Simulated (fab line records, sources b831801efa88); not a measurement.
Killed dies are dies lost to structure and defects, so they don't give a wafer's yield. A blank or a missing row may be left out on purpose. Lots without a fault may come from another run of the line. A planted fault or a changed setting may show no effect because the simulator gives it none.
Which tool did it? | flow sky130 | 6 lots, 18 wafers sampled, at 2 steps of a route of 708

WHAT THE GAUGES READ, wafer by wafer
SKY_NWELL_RS_MEAS_29: measures by four-point-probe.
lot  | measured     | on            | NWELL_RS (ohm/sq)
L713 | day 5 14:14  | film_metro-03 | 625.3 623.6 622.3
L715 | day 5 20:39  | film_metro-03 | 628.0 626.8 625.4
L719 | day 7 03:41  | film_metro-03 | 627.6 625.6 626.6
L721 | day 7 14:03  | film_metro-03 | 625.2 624.2 624.1
L730 | day 9 21:30  | film_metro-02 | 647.8 647.3 645.7
L734 | day 10 23:46 | film_metro-01 | 648.4 646.3 647.0

WHICH TOOL RAN EACH LOT (tool, then ch and the chambers of the sampled wafers, then the start)
lot  | SKY_NWELL_IMPLANT_13
L713 | implanter-03 ch 0, day 4 19:58
L715 | implanter-04 ch 0, day 5 02:26
L719 | implanter-02 ch 0, day 6 07:20
L721 | implanter-04 ch 0, day 6 17:48
L730 | implanter-04 ch 0, day 8 23:01
L734 | implanter-04 ch 0, day 10 00:50
- SKY_NWELL_IMPLANT_13

THE ANSWER, worked out from the rows above alone
Rule: what is usual is taken from the lots themselves. Put in order of their means at a reading, lots are off if they are a third of the lots or fewer, leave a main group of 4 or more, and stand apart from it by a gap of 3 or more times the standard deviation of the main group's means; of several such gaps the widest counts. A main group whose means are all the same, to the digits that the tables above print for the reading, isn't used. A lot without any number at a reading at which 4 lots or more have one is off too. The other lots that the step has rows for count as sound.
Off: L730, L734, at SKY_NWELL_RS_MEAS_29 (NWELL_RS). The main group: mean 625.4 ohm/sq, standard deviation 1.3.
A tool fits if, at a process step before that reading, it ran every lot that is off, and no sound lot after the first of them. The gauges at SKY_NWELL_RS_MEAS_29 are tried like those tools. One fits: implanter-04 at SKY_NWELL_IMPLANT_13. Its last sound lot is L721 (day 6 17:48), its first lot that is off L730 (day 8 23:01): a fault that began between those two fits.

WHAT THE SIMULATOR HAD PUT IN
Process parameter drift: implanter-04, from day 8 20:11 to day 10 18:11, at SKY_NWELL_IMPLANT_13. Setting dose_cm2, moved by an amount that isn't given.
Lots struck among those shown: L730, L734. The rule above found the same.
